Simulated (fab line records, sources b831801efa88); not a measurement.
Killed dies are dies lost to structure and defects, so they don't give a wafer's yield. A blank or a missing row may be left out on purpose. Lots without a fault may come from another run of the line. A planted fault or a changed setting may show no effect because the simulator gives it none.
Which tool did it? | flow gf180mcu | 6 lots, 18 wafers sampled, at 4 steps of a route of 602

WHAT THE GAUGES READ, wafer by wafer
GF_MIM_THK_MEAS_06.
lot  | measured     | on            | MIM_CVD_05_THK (nm)
L538 | day 24 19:41 | film_metro-03 | 42.7 42.8 43.0
L542 | day 26 04:25 | film_metro-03 | 42.3 42.8 43.2
L550 | day 28 17:25 | film_metro-03 | 41.8 43.0 42.0
L552 | day 29 08:07 | film_metro-01 | 41.8 42.3 41.8
L556 | day 30 09:58 | film_metro-01 | 42.3 42.5 42.2
L558 | day 30 22:59 | film_metro-02 | 42.0 42.4 42.7

WHICH TOOL RAN EACH LOT (tool, then ch and the chambers of the sampled wafers, then the start)
lot  | GF_M4_STRIP_17                       | GF_V4_CVD_23                  | GF_MIM_SPUTTER_01
L538 | plasma_asher-02 ch 0,1, day 23 18:34 | cvd_w-02 ch 0,1, day 24 18:52 | pvd_sputter-01, day 24 19:31
L542 | plasma_asher-04 ch 0,1, day 25 04:38 | cvd_w-02 ch 1, day 26 03:33   | pvd_sputter-03, day 26 04:14
L550 | plasma_asher-02 ch 0,1, day 27 18:08 | cvd_w-01 ch 0,1, day 28 16:33 | pvd_sputter-02, day 28 17:14
L552 | plasma_asher-02 ch 0,1, day 28 10:29 | cvd_w-01 ch 0,1, day 29 07:16 | pvd_sputter-01, day 29 07:57
L556 | plasma_asher-01 ch 1, day 29 12:20   | cvd_w-02 ch 0,1, day 30 09:06 | pvd_sputter-03, day 30 09:47
L558 | plasma_asher-04 ch 0,1, day 30 01:50 | cvd_w-01 ch 0,1, day 30 22:06 | pvd_sputter-01, day 30 22:50
- GF_M4_STRIP_17: strips in O2/N2.
- GF_V4_CVD_23: deposits W, target thk 350 nm, time 104.9 s.
- GF_MIM_SPUTTER_01: material TiN, target thk 30 nm, time 25 s.

THE ANSWER, worked out from the rows above alone
Rule: what is usual is taken from the lots themselves. Put in order of their means at a reading, lots are off if they are a third of the lots or fewer, leave a main group of 4 or more, and stand apart from it by a gap of 3 or more times the standard deviation of the main group's means; of several such gaps the widest counts. A main group whose means are all the same, to the digits that the tables above print for the reading, isn't used. A lot without any number at a reading at which 4 lots or more have one is off too. The other lots that the step has rows for count as sound.
No lot is off at any reading shown: from this, nothing can be told.

WHAT THE SIMULATOR HAD PUT IN
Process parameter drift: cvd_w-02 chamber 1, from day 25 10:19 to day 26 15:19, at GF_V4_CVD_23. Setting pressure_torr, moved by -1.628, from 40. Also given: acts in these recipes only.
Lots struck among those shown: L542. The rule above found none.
